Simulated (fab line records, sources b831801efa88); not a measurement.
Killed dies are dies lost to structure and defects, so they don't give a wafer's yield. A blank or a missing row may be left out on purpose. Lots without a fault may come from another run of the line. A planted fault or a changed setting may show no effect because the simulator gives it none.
Split-lot experiment | flow sfq_line | 5 lots, 23 wafers read, on a route of 325 steps

THE SPLIT
At SFQ_TRILAYER_R5_LITHO_COAT_136 (resist thk 600 nm), the setting spin_rpm was moved away from the recipe's 3000 rpm on 12 of the 23 wafers read, by -6.7% to +7.2%. The other wafers ran this setting at the recipe's value.

The reading is taken at the split's own step.

THE READING
KrF_of_TRILAYER_R5_LITHO_COAT_136.thk_nm (the simulator's own value, which no gauge read), in nm, at SFQ_TRILAYER_R5_LITHO_COAT_136 (resist thk 600 nm). The file gives no usual value for it. The 11 wafers here that ran the recipe average 601.4 nm, standard deviation 2.1 nm.

wafer  | tool, chamber at the split | spin_rpm as run, rpm | against the recipe | KrF_of_TRILAYER_R5_LITHO_COAT_136.thk_nm, nm | against lot-mates on the recipe
L076.1 | litho_track-02, 0          | 3216                 | +7.2%              | 580.4                                        | -21.0
L076.2 | litho_track-02, 0          | 3216                 | +7.2%              | 581.7                                        | -19.7
L076.3 | litho_track-02, 0          | 3216                 | +7.2%              | 581.1                                        | -20.3
L076.4 | litho_track-02, 0          | 3000                 | recipe             | 601.3                                        | -
L076.6 | litho_track-02, 0          | 3000                 | recipe             | 601.5                                        | -
L078.1 | litho_track-02, 0          | 2798                 | -6.7%              | 623.2                                        | +20.2
L078.2 | litho_track-02, 0          | 2798                 | -6.7%              | 624.5                                        | +21.5
L078.4 | litho_track-02, 0          | 3000                 | recipe             | 602.9                                        | -
L078.5 | litho_track-02, 0          | 2798                 | -6.7%              | 624.1                                        | +21.1
L078.6 | litho_track-02, 0          | 3000                 | recipe             | 603.2                                        | -
L079.2 | litho_track-01, 0          | 3000                 | recipe             | 598.3                                        | -
L079.3 | litho_track-01, 0          | 3000                 | recipe             | 598.2                                        | -
L079.5 | litho_track-01, 0          | 3000                 | recipe             | 599.5                                        | -
L080.1 | litho_track-04, 0          | 3112                 | +3.7%              | 595.7                                        | -8.6
L080.3 | litho_track-04, 0          | 3112                 | +3.7%              | 592.1                                        | -12.2
L080.4 | litho_track-04, 0          | 3000                 | recipe             | 604.4                                        | -
L080.5 | litho_track-04, 0          | 3000                 | recipe             | 604.3                                        | -
L080.6 | litho_track-04, 0          | 3112                 | +3.7%              | 593.2                                        | -11.1
L081.1 | litho_track-04, 0          | 3000                 | recipe             | 601.2                                        | -
L081.2 | litho_track-04, 0          | 3175                 | +5.8%              | 582.9                                        | -18.2
L081.4 | litho_track-04, 0          | 3000                 | recipe             | 601                                          | -
L081.5 | litho_track-04, 0          | 3175                 | +5.8%              | 582.4                                        | -18.7
L081.6 | litho_track-04, 0          | 3175                 | +5.8%              | 585.3                                        | -15.8

THE FIT
A straight line over all 23 wafers: KrF_of_TRILAYER_R5_LITHO_COAT_136.thk_nm changes by -3.04 nm for each +1% of spin_rpm; r = -0.99; the points scatter about the line by 2.2 nm.
The same after taking each lot's own level away (the mean of its wafers on the recipe; 23 wafers): -2.98 nm for each +1%; r = -1.00; scatter 0.95 nm.
On that fit, the largest move of spin_rpm shifts the reading by 21 nm.
The lots' own levels span 598.67 to 604.35 nm, that is 2.8 times the standard deviation above.
So the lot-to-lot level changes the slope little: the two slopes agree.
Check: with one of the wafers moved furthest among these (+7.2%) left out of the fit, the line predicts -21.2 nm for it against its lot-mates. It came out at -21 nm against them.

OTHER SPLITS ON THESE WAFERS
These wafers also went through other splits before the reading. Each is held against what the fit with the lots' levels taken away leaves over:
other split on the same wafers                      | wafers away from the commonest value | r with KrF_of_TRILAYER_R5_LITHO_COAT_136.thk_nm (lot level and that fit taken away)
SFQ_TRILAYER_M3_LITHO_PEB_078 peb_temp_c            | 11                                   | -0.25
SFQ_TRILAYER_I3_VIA_LITHO_COAT_090 spin_rpm         | 8                                    | -0.02
SFQ_TRILAYER_I3_VIA_BARC_OPEN_VIA_ETCH_121 source_w | 9                                    | +0.18
SFQ_TRILAYER_M4_LITHO_COAT_098 spin_rpm             | 5                                    | +0.00
SFQ_TRILAYER_M4_LITHO_PEB_096 peb_temp_c            | 8                                    | -0.12
SFQ_TRILAYER_I4_VIA_LITHO_COAT_108 resist_thk_nm    | 8                                    | -0.02
SFQ_TRILAYER_JJ_TRILAYER_DEP_SPUTTER_112 power_w    | 5                                    | -0.09
SFQ_TRILAYER_JJ_CE_LITHO_PEB_117 peb_time_s         | 10                                   | -0.09
SFQ_TRILAYER_M5_LITHO_PEB_126 peb_time_s            | 10                                   | -0.28
SFQ_TRILAYER_M5_BARC_OPEN_METAL_ETCH_161 time_s     | 3                                    | +0.10
SFQ_TRILAYER_A5B_DEP_PECVD_129 time_s               | 8                                    | -0.06

THE FILE'S OWN FIT
KrF_of_TRILAYER_R5_LITHO_COAT_136.thk_nm changes by -2.96 nm for each +1% of spin_rpm, r = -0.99.
